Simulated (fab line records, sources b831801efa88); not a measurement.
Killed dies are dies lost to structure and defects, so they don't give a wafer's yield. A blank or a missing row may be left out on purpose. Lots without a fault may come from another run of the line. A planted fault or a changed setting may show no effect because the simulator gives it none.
fab line records | flow gf180mcu
record lots=6 wafers=18 last_day=34
route steps=602 shown V2@383
lots that met no fault: from a run of the same line without faults
start_h: hours from the record's first day to the start of the lot's first wafer shown | wait_h: hours since the lot's step before | " the same as in the row above | L1.1+2: a row that stands for several wafers | - no value, or no start given | * or withheld: withheld | < > ~ a bound
route shown NAME@n: a module of which the file shows steps, and the number in the route of the first | usual: mean/standard deviation of fault-free wafers | same: alike in all rows | chamber/n: place in a boat | sites: the reading at each site | _std_site: their standard deviation | _edge_site: outer sites' mean less inner sites' | radius_mm: how far each site lies from the wafer's centre | mask NAME#n: copy n | behind: the tool/chamber that last shaped the wafer | hold: why the lot was held/for how many hours/how that ended | device: the transistor (n, p or np) that didn't switch | end of line: the same wafers' tests at the end of the route | a step without rows: its recipe alone | killed: dies lost to structure and defects at the first sort, not the wafer's yield | map: a wafer's dies, x killed, . not, _ none there
set.NAME: the setting as run; set.NAME@STEP: as run at that earlier step | model.NAME: the simulator's own value behind a step, which no gauge read
lots at some steps of the route; a table a step, a row a wafer
services: from which hour (start_h, from the record's first day; less than 0 if before it) a tool's chamber was out of use, for how many hours, and why
## steps
# step GF_V2_THK_MEAS_01
# recipe reads=SiO2_of_V2_CVD_00
# usual V2_CVD_00_THK=600/5.7
# columns lot.wafer tool chamber start_h wait_h V2_CVD_00_THK[nm]
L908.3 film_metro-04 - 515.12 0.1 596
L908.4 " - " " 589
L908.5 " - " " 598
L910.1 film_metro-04 - 529.39 0.0 605
L910.5 " - " " 599
L910.6 " - " " 608
L912.1 film_metro-03 - 545.89 0.0 588
L912.2 " - " " 597
L912.3 " - " " 593
L920.1 film_metro-03 - 602.20 0.0 601
L920.2 " - " " 606
L920.5 " - " " 599
L921.1 film_metro-03 - 614.68 0.1 600
L921.4 " - " " 606
L921.5 " - " " 604
L923.1 film_metro-04 - 626.62 0.0 606
L923.2 " - " " 601
L923.3 " - " " 606
# step GF_V2_CVD_02
# recipe material=SiO2 target_thk_nm=850 precursor=TEOS temp_c=400 time_s=94.851 rf_w=600
# usual heater_power_w=662/85
# columns lot.wafer tool chamber start_h wait_h heater_power_w
L908.3 pecvd-02 0 515.16 0.0 661
L908.4 " 2 " " 620
L908.5 " 0 " " 533
L910.1 pecvd-02 1 529.45 0.1 750
L910.5 " 2 " " 622
L910.6 " 1 " " 607
L912.1 pecvd-01 1 545.95 0.1 590
L912.2 " 0 " " 797
L912.3 " 2 " " 676
L920.1 pecvd-01 1 602.26 0.1 674
L920.2 " 2 " " 841
L920.5 " 1 " " 604
L921.1 pecvd-02 0 614.74 0.1 551
L921.4 " 0 " " 626
L921.5 " 2 " " 614
L923.1 pecvd-01 0 626.68 0.1 726
L923.2 " 2 " " 829
L923.3 " 1 " " 636
# step GF_V2_THK_MEAS_03
# recipe reads=SiO2_of_V2_CVD_02
# usual V2_CVD_02_THK=848/11
# columns lot.wafer tool chamber start_h wait_h V2_CVD_02_THK[nm]
L908.3 film_metro-03 - 515.25 0.1 850
L908.4 " - " " 855
L908.5 " - " " 861
L910.1 film_metro-04 - 529.52 0.0 833
L910.5 " - " " 856
L910.6 " - " " 852
L912.1 film_metro-02 - 546.02 0.0 824
L912.2 " - " " 832
L912.3 " - " " 825
L920.1 film_metro-04 - 602.37 0.1 837
L920.2 " - " " 835
L920.5 " - " " 863
L921.1 film_metro-02 - 614.81 0.0 837
L921.4 " - " " 854
L921.5 " - " " 858
L923.1 film_metro-03 - 626.75 0.0 844
L923.2 " - " " 833
L923.3 " - " " 830
# step GF_V2_CMP_04
# recipe material=SiO2 down_force_psi=4 platen_rpm=60 pad_velocity_m_s=0.94248
# usual head_pressure_psi=4.000/0.009 motor_current_A=13.0/1.2 time_to_endpoint_s=80/4.8
# columns lot.wafer tool chamber start_h wait_h head_pressure_psi motor_current_A time_to_endpoint_s
L908.4 cmp-02 3 515.29 0.0 3.995 12.1 80
L908.3 " 1 " " 4.032 14.3 82
L908.5 " 0 " " 4.004 13.0 87
L910.1 cmp-01 0 529.68 0.1 3.999 13.6 74
L910.6 " 2 " " 4.005 12.7 82
L910.5 " 3 " " 3.998 11.2 85
L912.1 cmp-01 3 546.08 0.1 3.997 11.0 68
L912.3 " 1 " " 4.004 11.9 67
L912.2 " 2 " " 3.996 12.2 74
L920.1 cmp-02 2 602.43 0.1 4.002 13.4 81
L920.2 " 3 " " 4.007 11.8 78
L920.5 " 3 " " 4.016 12.0 89
L921.1 cmp-01 1 614.87 0.1 4.004 11.1 75
L921.4 " 0 " " 3.999 14.4 77
L921.5 " 2 " " 4.014 13.2 79
L923.1 cmp-02 2 626.81 0.1 4.000 14.0 83
L923.2 " 0 " " 3.996 13.3 78
L923.3 " 1 " " 3.998 14.2 73
# step GF_V2_BOW_MEAS_05
# recipe mode=bow
# usual V2_BOW=99/8.1
# columns lot.wafer tool chamber start_h wait_h V2_BOW[um]
L908.3 film_metro-02 - 515.63 0.2 97
L908.4 " - " " 97
L908.5 " - " " 95
L910.1 film_metro-04 - 529.88 0.1 93
L910.5 " - " " 89
L910.6 " - " " 94
L912.1 film_metro-03 - 546.38 0.2 102
L912.2 " - " " 101
L912.3 " - " " 103
L920.1 film_metro-02 - 602.73 0.2 106
L920.2 " - " " 102
L920.5 " - " " 108
L921.1 film_metro-04 - 615.17 0.2 103
L921.4 " - " " 100
L921.5 " - " " 103
L923.1 film_metro-02 - 627.11 0.2 104
L923.2 " - " " 97
L923.3 " - " " 111
# step GF_V2_DEHYDRATE_06
# recipe temp_c=200 time_s=60
# step GF_V2_HMDS_07
# recipe prime_time_s=60 prime_temp_c=120
# step GF_V2_COAT_08
# recipe resist=BARC temp_c=withheld time_s=withheld spin_rpm=withheld resist_thk_nm=withheld
# step GF_V2_COAT_09
# recipe resist=KrF spin_rpm=withheld resist_thk_nm=1000
# step GF_V2_SOFTBAKE_10
# recipe temp_c=130 time_s=60 resist=KrF
# step GF_V2_EXPOSE_11
# recipe mask_id=Via2 target_cd_nm=260 na=0.68 source_shape=conventional sigma_outer=0.6 dose_mj=38
# step GF_V2_PEB_12
# recipe peb_temp_c=135 peb_time_s=90 resist=KrF
# step GF_V2_DEVELOP_13
# recipe develop_time_s=60 resist=KrF dev_temp_c=21
# usual chill_plate_temp_C=22.98/0.11 develop_time_s=60/0
# columns lot.wafer tool chamber start_h wait_h chill_plate_temp_C develop_time_s model.KrF_of_V2_COAT_09.thk_nm
L908.3 litho_track-03 0 538.38 0.1 22.77 60 985.1
L908.4 " 0 " " 22.90 60 985.6
L908.5 " 0 " " 22.79 60 988.1
L910.1 litho_track-02 0 552.48 0.2 22.88 60 989.6
L910.5 " 0 " " 23.08 60 992
L910.6 " 0 " " 23.00 60 988.3
L912.1 litho_track-03 0 567.98 0.2 22.95 60 986.6
L912.2 " 0 " " 23.16 60 985.9
L912.3 " 0 " " 22.81 60 987.8
L920.1 litho_track-04 - 623.13 0.2 - - 1002
L920.2 " - " " - - 1003
L920.5 " - " " - - 998.8
L921.1 litho_track-04 - 635.63 0.2 - - 999
L921.4 " - " " - - 995.2
L921.5 " - " " - - 995
L923.1 litho_track-04 0 646.43 0.2 22.96 60 983.7
L923.2 " 0 " " 22.80 60 982.7
L923.3 " 0 " " 22.91 60 983.1
# step GF_V2_CD_MEAS_14
# recipe target_cd_nm=260
# usual cd_nm=259.9/1
# columns lot.wafer tool chamber start_h wait_h cd_nm
L908.3 cd_sem-01 - 538.52 0.1 259.2
L908.4 " - " " 258.6
L908.5 " - " " 256.9
L910.1 cd_sem-02 - 552.63 0.1 259.8
L910.5 " - " " 259.2
L910.6 " - " " 259.9
L912.1 cd_sem-02 - 568.13 0.1 261.2
L912.2 " - " " 261.1
L912.3 " - " " 259.6
L920.1 cd_sem-02 - 623.28 0.1 -
L920.2 " - " " -
L920.5 " - " " -
L921.1 cd_sem-02 - 635.78 0.1 -
L921.4 " - " " -
L921.5 " - " " -
L923.1 cd_sem-02 - 646.65 0.2 259.7
L923.2 " - " " 259.6
L923.3 " - " " 259.8
## services
# columns tool chamber start_h hours kind
cmp-02 - 523.69 7.9 repair
pecvd-01 - 537.42 2.8 pm
cmp-01 - 554.27 1.6 repair
cmp-01 - 560.98 0.4 repair
pecvd-02 - 567.50 0.5 repair
cmp-01 - 572.30 4.0 pm
cmp-01 - 576.30 - consumable_replace:conditioner
cmp-01 - 576.30 - consumable_replace:pad
cmp-01 - 579.03 9.4 pm
cmp-01 - 588.46 5.2 pm
cmp-02 - 589.18 2.1 repair
pecvd-01 0 601.66 13.7 repair
pecvd-01 - 611.50 1.8 repair
cmp-02 - 617.51 6.6 pm
pecvd-02 - 628.82 14.6 pm
cmp-02 - 629.75 2.3 repair
cmp-02 - 632.67 6.2 pm
## key
first_sign step=GF_V2_DEVELOP_13 reading=tool_record direction=missing
effect none on later readings
model_effect step=GF_V2_DEVELOP_13 value=KrF_of_V2_COAT_09.thk_nm without=983.9 struck=998.8
met_at GF_V2_DEVELOP_13
struck_wafers L920.1,L920.2,L920.5,L921.1,L921.4,L921.5
later_rows_left_out L920.1,L920.2,L920.5,L921.1,L921.4,L921.5
sort_left_out L920.1,L920.2,L920.5,L921.1,L921.4,L921.5
fault kind=skipped_step_whole tool=litho_track-04 chamber=- onset_h=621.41 steps=GF_V2_DEVELOP_13 scope=struck_lots_only
# sort_left_out: the simulated sort isn't trusted on such a fault, so these wafers' sort isn't shown, and their yield isn't known
# later_rows_left_out: the simulator's readings of these wafers behind a module that went badly wrong aren't trusted and aren't shown, but for the sort
